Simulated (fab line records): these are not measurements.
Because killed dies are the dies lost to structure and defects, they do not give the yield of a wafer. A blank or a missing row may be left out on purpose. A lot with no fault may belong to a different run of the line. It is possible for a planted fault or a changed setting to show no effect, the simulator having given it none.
fab line records | flow gf180mcu | part 1 of 2: steps 1 to 23 of 33
[record] lots = 5 wafers = 15 lastDay = 33
route steps=602 shown STI@5 DNWELL@32
lots that met no fault: taken from a fault-free run of the same line
startH: hours from the record's opening day to when the first of the lot's shown wafers began | waitH: how many hours have passed since the lot's step before this one | " same as the row above | L1.1+2: a single row standing in for several wafers | - either no value or no given start | * or withheld: withheld | < > ~ a bound
route shown NAME@n: names a module that has steps shown in the file, with the first one's number in the route | usual: average and standard deviation across the fault-free wafers | same: alike in all rows | chamber/n: place in a boat | sites: the reading at each site | _std_site: the values' standard deviation | _edge_site: the outer-site mean with the inner-site mean subtracted | radiusMm: how far each site lies from the wafer's centre | mask NAME#n: copy n | behind: the most recent tool/chamber to have shaped the wafer | hold: reason for holding the lot/hours on hold/outcome of the hold | device: which transistor (n, p or np) failed to switch | end of line: at the end of the route, the tests of the same wafers | step lacking rows: just its recipe | killed: at the first sort, the dies lost to defects and structure; wafer yield is something else | map: per-die view of a wafer (x killed, . not killed, _ where there is no die)
set.NAME: the run value of the setting; set.NAME@STEP: its run value at that earlier step | model.NAME: the simulator's own value behind a step, which no gauge read
certain route steps with their lots: each step a table, each wafer a row
services: when a tool's chamber went out of use (startH, in hours from the record's first day, below 0 if earlier), for how many hours, and the reason
[[steps]]
[step GF_STI_THK_MEAS_04]
[recipe] reads = Si3N4_of_STI_CVD_03
[usual] STI_CVD_03_THK = 206.9/2.3
// columns lot.wafer tool chamber startH waitH STI_CVD_03_THK[nm]
L077.1 filmMetro-03 - 28.56 0.0 206.7
L077.2 " - " " 208.5
L077.5 " - " " 206.3
L080.4 filmMetro-03 - 44.58 0.0 209.1
L080.5 " - " " 207.8
L080.6 " - " " 210.5
L082.1 filmMetro-03 - 54.55 0.0 206.0
L082.2 " - " " 206.1
L082.5 " - " " 206.2
L086.1 filmMetro-03 - 73.56 0.0 206.9
L086.2 " - " " 205.5
L086.3 " - " " 205.9
L092.2 filmMetro-04 - 103.99 0.0 204.9
L092.3 " - " " 203.0
L092.5 " - " " 205.7
[step GF_STI_DEHYDRATE_05]
[recipe] tempC = 200 timeS = 60
[usual] resistLineTempC = 23.02/0.1
// columns lot.wafer tool chamber startH waitH resistLineTempC
L077.1 lithoTrack-03 0 33.99 5.4 23.21
L077.2 " 0 " " 23.11
L077.5 " 0 " " 22.82
L080.4 lithoTrack-02 0 50.44 5.8 23.06
L080.5 " 0 " " 22.98
L080.6 " 0 " " 22.94
L082.1 lithoTrack-01 0 60.54 6.0 22.99
L082.2 " 0 " " 23.08
L082.5 " 0 " " 23.14
L086.1 lithoTrack-03 0 80.19 6.6 23.06
L086.2 " 0 " " 23.26
L086.3 " 0 " " 23.18
L092.2 lithoTrack-02 0 110.78 6.8 22.92
L092.3 " 0 " " 23.08
L092.5 " 0 " " 22.95
[step GF_STI_HMDS_06]
[recipe] primeTimeS = 60 primeTempC = 120
[usual] primeTempC = 120.03/0.12 resistLineTempC = 23.02/0.11
// columns lot.wafer tool chamber startH waitH primeTempC resistLineTempC
L077.1 lithoTrack-03 0 34.14 0.1 120.27 22.98
L077.2 " 0 " " 120.24 23.00
L077.5 " 0 " " 120.19 22.96
L080.4 lithoTrack-02 0 50.59 0.1 120.17 22.97
L080.5 " 0 " " 120.07 23.13
L080.6 " 0 " " 120.10 22.98
L082.1 lithoTrack-01 0 60.69 0.1 119.94 23.04
L082.2 " 0 " " 120.08 23.16
L082.5 " 0 " " 120.13 22.91
L086.1 lithoTrack-03 0 80.34 0.1 120.03 23.20
L086.2 " 0 " " 120.11 23.19
L086.3 " 0 " " 120.01 23.03
L092.2 lithoTrack-02 0 110.93 0.1 119.83 22.95
L092.3 " 0 " " 119.94 22.92
L092.5 " 0 " " 119.94 23.06
[step GF_STI_COAT_07]
[recipe] resist = KrF spinRpm = withheld resistThkNm = 700
[usual] dispensePressureKPa = 52.0/1.6 resistLineTempC = 22.98/0.11
// columns lot.wafer tool chamber startH waitH dispensePressureKPa resistLineTempC
L077.1 lithoTrack-03 0 34.29 0.1 51.4 22.99
L077.2 " 0 " " 51.4 22.90
L077.5 " 0 " " 51.5 22.98
L080.4 lithoTrack-02 0 50.74 0.1 50.9 23.06
L080.5 " 0 " " 51.0 22.96
L080.6 " 0 " " 50.9 23.01
L082.1 lithoTrack-01 0 60.84 0.1 55.1 22.76
L082.2 " 0 " " 55.0 22.97
L082.5 " 0 " " 55.0 22.97
L086.1 lithoTrack-03 0 80.49 0.1 51.5 22.99
L086.2 " 0 " " 51.5 22.88
L086.3 " 0 " " 51.4 23.02
L092.2 lithoTrack-02 0 111.08 0.1 51.0 23.23
L092.3 " 0 " " 51.0 23.08
L092.5 " 0 " " 51.0 23.00
[step GF_STI_SOFTBAKE_08]
[recipe] tempC = 130 timeS = 60 resist = KrF
[usual] resistLineTempC = 23.02/0.11
// columns lot.wafer tool chamber startH waitH resistLineTempC
L077.1 lithoTrack-03 0 34.44 0.1 23.10
L077.2 " 0 " " 23.21
L077.5 " 0 " " 23.20
L080.4 lithoTrack-02 0 50.89 0.1 22.94
L080.5 " 0 " " 22.96
L080.6 " 0 " " 22.81
L082.1 lithoTrack-01 0 60.99 0.1 22.88
L082.2 " 0 " " 23.00
L082.5 " 0 " " 22.95
L086.1 lithoTrack-03 0 80.64 0.1 23.08
L086.2 " 0 " " 22.97
L086.3 " 0 " " 22.88
L092.2 lithoTrack-02 0 111.23 0.1 23.03
L092.3 " 0 " " 23.05
L092.5 " 0 " " 23.08
[step GF_STI_EXPOSE_09]
[recipe] maskId = COMP targetCdNm = 220 na = 0.68 sourceShape = conventional sigmaOuter = 0.6 doseMj = 28
[usual] focusOffsetNm = 0.1/0.54 stageVelMmS = 499.99/0.26
// columns lot.wafer tool chamber startH waitH mask focusOffsetNm stageVelMmS
L077.1 krfScanner-02 0 - - COMP#0 -0.7 500.04
L077.2 " 0 " " COMP#0 -0.5 499.68
L077.5 " 0 " " COMP#0 -0.8 499.81
L080.4 krfScanner-01 0 - - COMP#0 1.0 500.07
L080.5 " 0 " " COMP#0 0.9 500.09
L080.6 " 0 " " COMP#0 0.8 500.38
L082.1 krfScanner-02 0 - - COMP#0 0.9 499.98
L082.2 " 0 " " COMP#0 0.3 499.75
L082.5 " 0 " " COMP#0 -0.4 499.32
L086.1 krfScanner-01 0 - - COMP#0 -0.2 499.75
L086.2 " 0 " " COMP#0 0.9 499.65
L086.3 " 0 " " COMP#0 0.1 500.00
L092.2 krfScanner-01 0 - - COMP#0 0.0 499.76
L092.3 " 0 " " COMP#0 0.4 500.01
L092.5 " 0 " " COMP#0 0.1 499.59
[step GF_STI_PEB_10]
[recipe] pebTempC = 135 pebTimeS = 90 resist = KrF
[usual] resistLineTempC = 23.00/0.1
// columns lot.wafer tool chamber startH waitH resistLineTempC
L077.1 lithoTrack-02 0 - - 22.89
L077.2 " 0 " " 23.02
L077.5 " 0 " " 22.96
L080.4 lithoTrack-03 0 - - 23.06
L080.5 " 0 " " 23.09
L080.6 " 0 " " 23.06
L082.1 lithoTrack-01 0 - - 22.95
L082.2 " 0 " " 23.07
L082.5 " 0 " " 22.96
L086.1 lithoTrack-03 0 - - 23.00
L086.2 " 0 " " 23.00
L086.3 " 0 " " 22.79
L092.2 lithoTrack-01 0 - - 23.09
L092.3 " 0 " " 23.15
L092.5 " 0 " " 22.91
[step GF_STI_DEVELOP_11]
[recipe] developTimeS = 60 devTempC = 21
[usual] resistLineTempC = 22.99/0.099
[same] developTimeS = 60
// columns lot.wafer tool chamber startH waitH resistLineTempC
L077.1 lithoTrack-02 0 40.71 0.2 22.88
L077.2 " 0 " " 22.85
L077.5 " 0 " " 22.99
L080.4 lithoTrack-03 0 57.21 0.1 23.20
L080.5 " 0 " " 23.03
L080.6 " 0 " " 23.10
L082.1 lithoTrack-01 0 67.54 0.2 22.91
L082.2 " 0 " " 23.05
L082.5 " 0 " " 22.91
L086.1 lithoTrack-03 0 86.99 0.2 22.98
L086.2 " 0 " " 22.94
L086.3 " 0 " " 23.17
L092.2 lithoTrack-01 0 118.11 0.2 23.00
L092.3 " 0 " " 23.10
L092.5 " 0 " " 23.11
[step GF_STI_CD_MEAS_12]
[recipe] targetCdNm = 220
[usual] cdNm = 220.4/1.8
// columns lot.wafer tool chamber startH waitH cdNm
L077.1 cdSem-02 - 40.86 0.1 221.1
L077.2 " - " " 220.4
L077.5 " - " " 220.4
L080.4 cdSem-02 - 57.35 0.1 223.9
L080.5 " - " " 222.6
L080.6 " - " " 224.0
L082.1 cdSem-02 - 67.69 0.1 219.7
L082.2 " - " " 218.3
L082.5 " - " " 219.6
L086.1 cdSem-02 - 87.14 0.1 218.7
L086.2 " - " " 218.7
L086.3 " - " " 217.6
L092.2 cdSem-01 - 118.26 0.1 219.4
L092.3 " - " " 220.4
L092.5 " - " " 219.3
[step GF_STI_ETCH_13]
[recipe] chemistry = CHF3/O2 stopOn = Si overEtchFrac = 0.3 targetDepthA = 2823.1 sourceW = 600 biasW = 200 pressureMtorr = 40 chf3FlowSccm = 50 O2_flow_sccm = 5 timeS = 112.9
[usual] O2_flow_sccm = 5.000/0.015 chf3FlowSccm = 50.00/0.15 drypumpMotorCurrentA = 5.8/0.45 oesProductAu = 0.831/0.0065 throttleValvePct = 8.810/0.0096
// columns lot.wafer tool chamber startH waitH O2_flow_sccm chf3FlowSccm drypumpMotorCurrentA oesProductAu rfHoursCounterH throttleValvePct
L077.1 rieDiel-01 1 40.98 0.1 4.987 49.96 5.5 0.833 124 8.819
L077.2 " 0 " " 4.989 49.99 5.6 0.834 65 8.817
L077.5 " 3 " " 4.993 49.73 5.2 0.834 - 8.808
L080.4 rieDiel-01 1 57.45 0.1 5.022 49.92 5.5 0.837 - 8.808
L080.5 " 1 " " 5.006 49.97 5.5 0.832 - 8.810
L080.6 " 2 " " 5.020 49.88 5.6 0.843 - 8.802
L082.1 rieDiel-03 2 67.81 0.1 4.981 50.13 6.4 0.831 103 8.797
L082.2 " 0 " " 5.006 50.20 4.9 0.828 44 8.803
L082.5 " 1 " " 5.024 50.03 6.2 0.825 - 8.808
L086.1 rieDiel-04 0 87.26 0.1 4.995 49.79 5.7 0.835 73 8.815
L086.2 " 1 " " 5.009 49.82 6.2 0.831 29 8.795
L086.3 " 2 " " 5.013 50.08 6.3 0.826 74 8.810
L092.2 rieDiel-01 2 118.36 0.1 5.034 50.11 5.6 0.836 88 8.811
L092.3 " 0 " " 5.002 49.85 5.6 0.823 67 8.801
L092.5 " 0 " " 4.988 49.98 5.6 0.826 - 8.803
[step GF_STI_ETCH_14]
[recipe] target = Si chemistry = HBr/Cl2/O2 targetDepthNm = 360 icpW = 600 biasW = 150 pressureMtorr = 15 HBr_flow_sccm = 150 Cl2_flow_sccm = 40 O2_flow_sccm = 6 timeS = 102.9
[usual] O2_flow_sccm = 6.001/0.018 drypumpMotorCurrentA = 5.6/0.51 oesProductAu = 1.006/0.011 throttleValvePct = 25.653/0.011
// columns lot.wafer tool chamber startH waitH O2_flow_sccm drypumpMotorCurrentA oesProductAu rfHoursCounterH throttleValvePct
L077.1 rieSi-01 3 41.06 0.0 5.992 5.2 1.004 122 25.652
L077.2 " 0 " " 6.001 6.2 1.024 75 25.639
L077.5 " 1 " " 6.011 6.2 1.001 - 25.650
L080.4 rieSi-01 3 57.53 0.0 6.013 5.2 1.013 122 25.649
L080.5 " 2 " " 6.009 4.8 0.995 - 25.649
L080.6 " 1 " " 6.019 6.2 0.995 - 25.669
L082.1 rieSi-01 2 67.89 0.0 6.011 4.8 1.005 25 25.648
L082.2 " 0 " " 5.992 6.2 1.012 75 25.619
L082.5 " 1 " " 5.990 6.3 0.993 - 25.665
L086.1 rieSi-02 3 87.34 0.0 5.990 5.5 1.012 2 25.659
L086.2 " 1 " " 6.003 5.8 1.025 59 25.636
L086.3 " 2 " " 5.970 5.1 1.005 100 25.652
L092.2 rieSi-02 1 118.44 0.0 6.002 5.8 1.025 59 25.652
L092.3 " 3 " " 6.012 5.5 1.010 2 25.656
L092.5 " 3 " " 6.034 5.5 1.008 - 25.654
[step GF_STI_STRIP_15]
[recipe] chemistry = O2/N2 powerW = 1400 pressureMtorr = 1500 platenTempC = 250 o2FlowSccm = 3000 n2FlowSccm = 300 overashFraction = 0.5
[usual] drypumpMotorCurrentA = 5.6/0.56 heaterPowerW = 336/32 oesProductAu = 0.384/0.0047 stripTimeToEndpointS = 3.74/0.051
// columns lot.wafer tool chamber startH waitH drypumpMotorCurrentA heaterPowerW oesProductAu rfHoursCounterH stripTimeToEndpointS
L077.1 plasmaAsher-02 0 41.13 0.0 5.1 303 0.381 24 3.76
L077.2 " 1 " " 6.3 340 0.374 24 3.66
L077.5 " 1 " " 6.3 333 0.394 - 3.72
L080.4 plasmaAsher-04 1 57.64 0.1 6.2 336 0.382 - 3.81
L080.5 " 1 " " 6.2 333 0.381 - 3.79
L080.6 " 0 " " 5.4 403 0.392 - 3.76
L082.1 plasmaAsher-02 1 67.96 0.0 6.3 336 0.381 27 3.75
L082.2 " 0 " " 5.1 316 0.378 27 3.67
L082.5 " 0 " " 5.1 306 0.378 - 3.77
L086.1 plasmaAsher-01 1 87.41 0.0 4.8 351 0.383 45 3.67
L086.2 " 0 " " 5.8 304 0.377 45 3.63
L086.3 " 1 " " 4.8 341 0.384 - 3.67
L092.2 plasmaAsher-04 1 118.51 0.0 6.2 346 0.388 0 3.79
L092.3 " 0 " " 5.4 419 0.381 - 3.76
L092.5 " 1 " " 6.2 354 0.391 - 3.71
[step GF_STI_CLEAN_16]
[recipe] chemistry = dHF timeS = 25 dilution = 100:1
// columns lot.wafer tool chamber startH waitH
L077.1+2+5 wetBench-03 3 41.23 0.1
L080.4+5+6 wetBench-03 1 57.70 0.0
L082.1+2+5 wetBench-02 3 68.06 0.1
L086.1+2+3 wetBench-04 3 87.51 0.1
L092.2+3+5 wetBench-02 2 118.61 0.1
[step GF_STI_WET_ETCH_17]
[recipe] chemistry = H3PO4 targetDepthNm = 45 tempC = 160 target = Si3N4 timeS = 514
[usual] tempC = 160.01/0.15
// columns lot.wafer tool chamber startH waitH tempC
L077.1 wetBench-02 2 41.25 0.0 159.99
L077.2 " 2 " " 159.94
L077.5 " 2 " " 160.01
L080.4 wetBench-04 2 57.72 0.0 160.04
L080.5 " 2 " " 159.91
L080.6 " 2 " " 159.84
L082.1 wetBench-04 0 68.08 0.0 160.08
L082.2 " 0 " " 160.04
L082.5 " 0 " " 160.09
L086.1 wetBench-03 2 87.53 0.0 159.95
L086.2 " 2 " " 160.11
L086.3 " 2 " " 160.00
L092.2 wetBench-03 3 118.63 0.0 159.89
L092.3 " 3 " " 160.19
L092.5 " 3 " " 160.05
[step GF_STI_CLEAN_18]
[recipe] chemistry = SC1/SC2 mix = 1:4:20 tempC = 70 timeS = 150
[usual] tempC = 69.99/0.13
// columns lot.wafer tool chamber startH waitH tempC
L077.1 wetBench-03 2 41.40 0.0 69.94
L077.2 " 2 " " 70.07
L077.5 " 2 " " 69.97
L080.4 wetBench-02 3 57.88 0.0 70.12
L080.5 " 3 " " 70.06
L080.6 " 3 " " 70.12
L082.1 wetBench-02 3 68.24 0.0 69.96
L082.2 " 3 " " 69.93
L082.5 " 3 " " 70.03
L086.1 wetBench-02 3 87.69 0.0 69.98
L086.2 " 3 " " 69.82
L086.3 " 3 " " 69.94
L092.2 wetBench-02 0 118.78 0.0 69.86
L092.3 " 0 " " 70.10
L092.5 " 0 " " 70.15
[step GF_STI_CLEAN_19]
[recipe] chemistry = dHF timeS = 20 dilution = 100:1
// columns lot.wafer tool chamber startH waitH
L077.1+2+5 wetBench-04 2 41.45 0.0
L080.4+5+6 wetBench-03 0 57.93 0.0
L082.1+2+5 wetBench-04 1 68.29 0.0
L086.1+2+3 wetBench-04 1 87.74 0.0
L092.2+3+5 wetBench-04 0 118.84 0.0
[step GF_STI_WET_ETCH_20]
[recipe] chemistry = dHF dilution = 100:1 targetDepthNm = 20 tempC = 25 dry = ipaMarangoni target = SiO2 timeS = 400
[usual] tempC = 24.99/0.1
// columns lot.wafer tool chamber startH waitH tempC
L077.1 wetBench-02 1 41.47 0.0 24.99
L077.2 " 1 " " 25.06
L077.5 " 1 " " 25.13
L080.4 wetBench-04 1 57.95 0.0 24.88
L080.5 " 1 " " 24.91
L080.6 " 1 " " 24.94
L082.1 wetBench-02 0 68.31 0.0 24.94
L082.2 " 0 " " 24.95
L082.5 " 0 " " 24.90
L086.1 wetBench-03 2 87.76 0.0 25.02
L086.2 " 2 " " 25.02
L086.3 " 2 " " 25.12
L092.2 wetBench-03 1 118.85 0.0 25.05
L092.3 " 1 " " 25.03
L092.5 " 1 " " 24.80
[step GF_STI_OXIDATION_21]
[recipe] tempC = 1000 ambient = O2 stabiliseS = 600 purgeS = 300 targetThkA = 150 oxTimeS = 458
[usual] oxTempC = 1000.0/0.38
// columns lot.wafer tool chamber startH waitH oxTempC
L077.1 furnace-02 0 42.25 0.7 1000.0
L077.2 " 0 " " 1000.2
L077.5 " 0 " " 999.2
L080.4 furnace-02 0 58.43 0.4 1000.1
L080.5 " 0 " " 1000.4
L080.6 " 0 " " 1000.3
L082.1 furnace-02 0 68.72 0.3 999.7
L082.2 " 0 " " 999.9
L082.5 " 0 " " 999.4
L086.1 furnace-02 0 87.89 0.0 999.6
L086.2 " 0 " " 1000.1
L086.3 " 0 " " 999.5
L092.2 furnace-01 0 119.77 0.8 999.8
L092.3 " 0 " " 999.8
L092.5 " 0 " " 1000.2
[step GF_STI_THK_MEAS_22]
[recipe] reads = SiO2_of_STI_OXIDATION_21
[usual] STI_OXIDATION_01_THK = 15.17/0.24
// columns lot.wafer tool chamber startH waitH STI_OXIDATION_01_THK[nm]
L077.1 filmMetro-03 - 43.38 0.0 15.15
L077.2 " - " " 14.95
L077.5 " - " " 15.10
L080.4 filmMetro-04 - 59.59 0.0 15.80
L080.5 " - " " 15.59
L080.6 " - " " 15.42
L082.1 filmMetro-04 - 69.85 0.0 15.75
L082.2 " - " " 15.68
L082.5 " - " " 15.64
L086.1 filmMetro-03 - 89.01 0.0 14.94
L086.2 " - " " 15.00
L086.3 " - " " 14.83
L092.2 filmMetro-03 - 120.91 0.0 14.84
L092.3 " - " " 15.34
L092.5 " - " " 14.92
[step GF_STI_CVD_23]
[recipe] material = SiO2 targetThkNm = 650 sigmaOpenFrac = 0.3 timeS = 108.3 tempC = 600 sih4FlowSccm = 60 pressureMtorr = 6
// columns lot.wafer tool chamber startH waitH
L077.1+2+5 hdpcvd-02 1,0,0 43.44 0.1
L080.4+5+6 hdpcvd-02 0,1,0 59.66 0.1
L082.1+2+5 hdpcvd-01 1,0,2 69.91 0.1
L086.1+2+3 hdpcvd-02 1,0,1 89.07 0.1
L092.2+3+5 hdpcvd-02 1 120.96 0.0
[step GF_STI_THK_MEAS_24]
[recipe] reads = SiO2_of_STI_CVD_23
[usual] STI_CVD_23_THK = 646/6.2
// columns lot.wafer tool chamber startH waitH STI_CVD_23_THK[nm]
L077.1 filmMetro-01 - 43.55 0.1 640
L077.2 " - " " 641
L077.5 " - " " 644
L080.4 filmMetro-03 - 59.77 0.1 653
L080.5 " - " " 641
L080.6 " - " " 641
L082.1 filmMetro-01 - 69.99 0.0 642
L082.2 " - " " 641
L082.5 " - " " 647
L086.1 filmMetro-01 - 89.19 0.1 643
L086.2 " - " " 649
L086.3 " - " " 645
L092.2 filmMetro-03 - 121.08 0.1 655
L092.3 " - " " 648
L092.5 " - " " 649
[step GF_STI_CMP_25]
[recipe] stopOn = Si3N4 tOverpolishS = 33 downForcePsi = 4 platenRpm = 60 targetThkNm = 524.6 padVelocityMS = 0.94248
[usual] edgeZonePressureFrac = 1.000/0.0047 motorCurrentA = 10.4/1.4 overpolishRunS = 33.001/0.0089 timeToEndpointS = 123/5.3
[same] tOverpolishS = 33
// columns lot.wafer tool chamber startH waitH edgeZonePressureFrac motorCurrentA overpolishRunS timeToEndpointS
L077.2 cmp-01 0 43.66 0.1 1.002 9.4 32.987 129
L077.1 " 1 " " 1.003 11.1 32.998 124
L077.5 " 3 " " 0.994 12.4 32.984 126
L080.4 cmp-01 0 59.90 0.1 0.998 9.4 33.005 133
L080.6 " 2 " " 1.003 8.3 32.984 132
L080.5 " 3 " " 1.000 12.3 32.997 125
L082.1 cmp-02 2 70.10 0.1 0.999 8.9 32.998 131
L082.2 " 0 " " 0.989 10.2 33.009 130
L082.5 " 2 " " 0.997 9.4 33.011 128
L086.1 cmp-02 3 89.30 0.1 0.999 12.6 32.994 128
L086.2 " 0 " " 0.992 10.6 33.011 127
L086.3 " 1 " " 1.005 10.7 32.988 119
L092.2 cmp-01 2 121.13 0.0 0.997 8.8 32.998 121
L092.3 " 1 " " 1.001 11.2 33.002 115
L092.5 " 3 " " 1.003 11.5 33.006 112
[step GF_STI_WET_ETCH_26]
[recipe] chemistry = dHF targetDepthNm = 94 target = SiO2 tempC = 25 dilution = 10:1 timeS = 188
[usual] tempC = 25.01/0.11
// columns lot.wafer tool chamber startH waitH tempC
L077.1 wetBench-04 2 43.91 0.1 25.20
L077.2 " 2 " " 25.07
L077.5 " 2 " " 25.07
L080.4 wetBench-02 0 60.10 0.1 25.12
L080.5 " 0 " " 25.03
L080.6 " 0 " " 24.95
L082.1 wetBench-02 3 70.35 0.2 24.98
L082.2 " 3 " " 25.09
L082.5 " 3 " " 24.99
L086.1 wetBench-04 3 89.55 0.2 25.00
L086.2 " 3 " " 25.10
L086.3 " 3 " " 24.98
L092.2 wetBench-03 0 121.43 0.2 25.03
L092.3 " 0 " " 25.08
L092.5 " 0 " " 25.03
